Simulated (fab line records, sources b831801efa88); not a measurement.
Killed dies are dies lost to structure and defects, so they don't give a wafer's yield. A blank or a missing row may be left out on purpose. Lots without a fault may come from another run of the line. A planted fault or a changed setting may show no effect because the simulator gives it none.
A struck lot beside a sound one | flow sky130 | 15 steps out of a route of 708
Sound: wafers L577.1, L577.2, L577.6. Struck: wafer L569.4. (L569.1, L569.6 of the same lot were not struck and are left out.) The cause comes at the end.
At each step with rows: each side's tool, then ch and its chambers, then its first start. Under that, the readings that differ: sound wafers | struck wafers | difference of the means | sigmas: that difference in standard deviations of wafers without a fault.
alike: readings whose means differ by less than 2 such deviations, and words and numbers that are the same on both sides. not compared: withheld readings, readings that some wafer has no value for, bounds like >300 that may hide the same value, and numbers for which the record gives no deviation and whose values overlap.
The two part at a step that has a row with sigmas, a row that says differs or no value, or rows on one side only. Numbers that don't overlap but have no deviation are shown without sigmas and don't part them. A reading that every wafer of one side lacks parts them only if that side has two wafers or more.

first, 1 step without rows for these wafers: SKY_METAL2_DEVELOP_14 (develop time 60 s).
SKY_METAL2_CD_MEAS_15: target cd 140 nm.
  sound on cd_sem-02, day 41 08:58; struck on cd_sem-02, day 38 08:58
  reading    | sound             | struck | difference | sigmas
  cd_nm (nm) | 139.6 140.3 139.0 | 136.3  | -3.3       | -2
SKY_METAL2_OVL_MEAS_16:
  sound on overlay-01, day 41 09:05; struck on overlay-02, day 38 09:05
  alike: METAL2_OVL
SKY_METAL2_DESCUM_17: chemistry O2, time 8 s.
  sound on rie_metal-04 ch 0,1, day 41 09:07; struck on rie_metal-01 ch 1, day 38 09:07
  alike: drypump_motor_current_A, he_backside_leak_sccm, oes_product_au
  not compared: rf_hours_counter_h
SKY_METAL2_ETCH_18: etches BARC in N2/H2, stops on SiO2, time 45.9 s, target depth 60 nm.
  sound on rie_metal-04 ch 0,1, day 41 09:10; struck on rie_metal-01 ch 1, day 38 09:09
  alike: drypump_motor_current_A, he_backside_leak_sccm, oes_product_au, throttle_valve_pct
  not compared: rf_hours_counter_h
SKY_METAL2_METAL_ETCH_19: etches the open film in Cl2/BCl3, stops on SiO2, target depth 360 nm, time 78 s.
  sound on rie_metal-04 ch 0,1, day 41 09:13; struck on rie_metal-01 ch 1, day 38 09:13
  reading                      | sound          | struck | difference | sigmas
  he_backside_leak_sccm (sccm) | 3.43 3.74 3.34 | 3.03   | -0.47      | -2
  alike: drypump_motor_current_A, mfc_cl2_sccm, oes_product_au, throttle_valve_pct
  not compared: rf_hours_counter_h
SKY_METAL2_STRIP_20: strips in O2/N2.
  sound on plasma_asher-04 ch 0,1, day 41 09:19; struck on plasma_asher-02 ch 1, day 38 09:19
  alike: drypump_motor_current_A, oes_product_au, strip_time_to_endpoint_s
  not compared: rf_hours_counter_h
then, 4 steps without rows for these wafers: SKY_METAL2_STRIP_21 (strips in post etch residue remover, time 1200 s); SKY_METAL2_CLEAN_22 (cleans in IPA, time 180 s); SKY_METAL2_CLEAN_23 (cleans in O3/DIW); SKY_VIA2_HDPCVD_00 (deposits SiO2, target thk 1180 nm, time 196.7 s).
SKY_VIA2_THK_MEAS_01:
  sound on film_metro-01, day 41 10:02; struck on film_metro-01, day 38 10:02
  alike: VIA2_HDPCVD_THK
SKY_VIA2_CMP_02: polishes SiO2.
  sound on cmp-01 ch 0,2,3, day 41 10:11; struck on cmp-01 ch 2, day 38 10:09
  reading          | sound             | struck | difference | sigmas
  platen_rpm (rpm) | 60.04 60.01 60.04 | 66.05  | +6.02      | +99 or more
  alike: motor_current_A, slurry_filter_dp_kPa
SKY_VIA2_BOW_MEAS_03:
  sound on film_metro-03, day 41 10:23; struck on film_metro-02, day 38 10:24
  alike: VIA2_BOW
-- the record jumps here: 10 days lie between the struck wafers' starts before and after (it left off in module VIA2 and takes up again in module PAD_OPEN, whose first step shown is number 708 of the route) --
SKY_PAD_OPEN_PROBE_99:
  sound on prober-02, day 50 10:38; struck on prober-02, day 48 07:21
  alike: defect_limited_yield, killed_at_M0_to_M3, killed_at_M4_up, killed_at_contacts, killed_at_front_end, killed_at_other, killed_dies, killed_on_rim, killed_open, killed_short, sort_bin_3_pad_short, sort_bin_5_function, sort_bin_6_memory, sort_n_pass, sort_yield_pct

WHERE THEY PART
First at SKY_METAL2_CD_MEAS_15; last, within this record, at SKY_VIA2_CMP_02. Later steps at which nothing parts them and some readings are alike: SKY_VIA2_BOW_MEAS_03, SKY_PAD_OPEN_PROBE_99.

WHY: what the simulator had put in
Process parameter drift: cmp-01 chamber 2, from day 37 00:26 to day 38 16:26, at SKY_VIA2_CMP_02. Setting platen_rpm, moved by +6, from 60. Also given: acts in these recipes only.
